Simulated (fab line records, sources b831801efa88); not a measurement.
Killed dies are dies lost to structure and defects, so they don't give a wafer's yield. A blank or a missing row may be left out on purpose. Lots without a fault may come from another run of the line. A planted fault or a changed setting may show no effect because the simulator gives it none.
Which tool did it? | flow gf180mcu | 11 lots, 33 wafers sampled, at 3 steps of a route of 602

WHAT THE GAUGES READ, wafer by wafer
GF_V5_RS_MEAS_24: measures by four-point-probe.
lot  | measured     | on            | V5_W_RS (ohm/sq)
L830 | day 27 13:01 | film_metro-03 | 0.327 0.329 0.330
L833 | day 28 12:34 | film_metro-03 | 0.333 0.331 0.331
L834 | day 29 00:17 | film_metro-01 | 0.327 0.320 0.328
L836 | day 29 12:20 | film_metro-02 | 0.329 0.328 0.328
L837 | day 29 23:46 | film_metro-01 | 0.325 0.324 0.327
L843 | day 31 23:11 | film_metro-01 | 0.324 0.323 0.327
L842 | day 32 03:41 | film_metro-02 | 0.327 0.327 0.328 0.327 0.327 0.327
L845 | day 32 07:50 | film_metro-02 | 0.331 0.328 0.328 0.332 0.327 0.327
L844 | day 32 09:59 | film_metro-02 | 0.326 0.329 0.324
L847 | day 32 21:43 | film_metro-02 | 0.333 0.330 0.335
L851 | day 33 14:31 | film_metro-03 | 0.323 0.318 0.324

WHICH TOOL RAN EACH LOT (tool, then ch and the chambers of the sampled wafers, then the start)
lot  | GF_MIM_METAL_ETCH_19              | GF_V5_SPUTTER_21
L830 | rie_metal-01 ch 0, day 25 16:55   | pvd_sputter-04, day 27 12:47
L833 | rie_metal-01 ch 1, day 26 18:22   | pvd_sputter-02, day 28 12:18
L834 | rie_metal-04 ch 0, day 27 05:58   | pvd_sputter-02, day 29 00:04
L836 | rie_metal-04 ch 0,1, day 27 19:28 | pvd_sputter-04, day 29 12:07
L837 | rie_metal-04 ch 0,1, day 28 07:10 | pvd_sputter-02, day 29 23:34
L843 | rie_metal-02 ch 1, day 30 08:22   | pvd_sputter-02, day 31 22:58
L842 | rie_metal-01 ch 0,1, day 30 14:05 | pvd_sputter-04, day 32 03:26
L845 | rie_metal-04 ch 0,1, day 30 18:25 | pvd_sputter-04, day 32 07:36
L844 | rie_metal-02 ch 0,1, day 30 20:43 | pvd_sputter-03, day 32 09:46
L847 | rie_metal-01 ch 0,1, day 31 08:31 | pvd_sputter-03, day 32 21:31
L851 | rie_metal-01 ch 0,1, day 32 02:35 | pvd_sputter-02, day 33 14:16
- GF_MIM_METAL_ETCH_19: etches the open film in Cl2/BCl3, stops on Si3N4, target depth 324.5 nm, time 54.1 s.
- GF_V5_SPUTTER_21: material Ti, target thk 15 nm, time 80.02 s.

THE ANSWER, worked out from the rows above alone
Rule: what is usual is taken from the lots themselves. Put in order of their means at a reading, lots are off if they are a third of the lots or fewer, leave a main group of 4 or more, and stand apart from it by a gap of 3 or more times the standard deviation of the main group's means; of several such gaps the widest counts. A main group whose means are all the same, to the digits that the tables above print for the reading, isn't used. A lot without any number at a reading at which 4 lots or more have one is off too. The other lots that the step has rows for count as sound.
No lot is off at any reading shown: from this, nothing can be told.

WHAT THE SIMULATOR HAD PUT IN
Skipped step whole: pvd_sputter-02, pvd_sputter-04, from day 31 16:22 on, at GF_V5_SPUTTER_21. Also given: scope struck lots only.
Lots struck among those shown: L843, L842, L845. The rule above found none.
